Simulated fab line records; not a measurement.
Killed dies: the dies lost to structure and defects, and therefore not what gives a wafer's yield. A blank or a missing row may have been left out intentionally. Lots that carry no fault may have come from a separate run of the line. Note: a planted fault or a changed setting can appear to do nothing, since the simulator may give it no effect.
2 desks, one fault / flow gf180mcu / each desk holds nothing but its own numbers, with what lay behind them at the end

== FROM THE METROLOGY DESK ==
Means of the sampled wafers that have a number, per lot and without regard to the tool the lot ran on: this is what the gauges read. The brackets show how far a lot's mean lies from the usual mean; more than 4 standard deviations puts the lot out of limits, marked OUT.
Columns: A = HV_LDD_CVD_54_THK at GF_HV_LDD_THK_MEAS_55, usual 9.96 nm; B = CONTACT_OVL at GF_CONTACT_OVL_MEAS_15, usual 2 nm
lot=L488; first seen here=day 12 05:25; A=9.92; B=2
lot=L489; first seen here=day 12 15:46; A=9.94; B=4
lot=L490; first seen here=day 12 22:44; A=9.74; B=-4
lot=L491; first seen here=day 13 06:02; A=10.12; B=8
lot=L492; first seen here=day 13 13:28; A=9.88; B=11
lot=L500; first seen here=day 16 21:25; A=9.96; B=3
lot=L501; first seen here=day 17 03:52; A=9.96; B=8
lot=L503; first seen here=day 17 21:02; A=9.92; B=-3
lot=L504; first seen here=day 17 23:16; A=9.91; B=4
lot=L506; first seen here=day 18 11:52; A=10.09; B=-5
lot=L508; first seen here=day 19 01:24; A=9.94; B=-3
lot=L510; first seen here=day 19 17:37; A=10.00; B=2
lot=L511; first seen here=day 20 02:35; A=10.06; B=-1
This desk's finding: nothing out of limits on any of the 13 lots.

== AT THE TOOL OWNER'S DESK: lithoTrack-04 ==
The tool's own readings at GF_LVPWELL_DEVELOP_06 (develop time 60 s): means of the sampled wafers that have a number, for each lot that ran on this tool. The brackets show how far a lot's mean lies from the usual mean; more than 4 standard deviations puts the lot out of limits, marked OUT.
Columns: A = developerTempC at GF_LVPWELL_DEVELOP_06, usual 23.01 C
lot=L491; first seen here=day 4 12:00; A=22.99
lot=L492; first seen here=day 4 16:00; A=22.96
lot=L500; first seen here=day 7 00:00; A=22.19 (-7.5) OUT
lot=L501; first seen here=day 7 03:00; A=22.25 (-6.9) OUT
This desk's finding: out of limits on L500, L501; first on L500, day 7 00:00 (developerTempC at GF_LVPWELL_DEVELOP_06). L491, L492 stayed within limits.

== PUT TOGETHER ==
An alarm could have come from the tool owner's desk at day 7 00:00, on L500, L501.
Nothing out of limits was seen by the metrology desk.
The metrology desk holds a record of L500, L501, inside its limits.
Every lot named ran GF_LVPWELL_DEVELOP_06 on lithoTrack-04.

== WHAT THE SIMULATOR PUT IN ==
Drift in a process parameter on lithoTrack-04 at GF_LVPWELL_DEVELOP_06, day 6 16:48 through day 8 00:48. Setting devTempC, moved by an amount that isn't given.
Struck lots among those shown: L500, L501.
Each desk's first reading out of limits, in hours after the fault started: the tool owner's desk, 7.
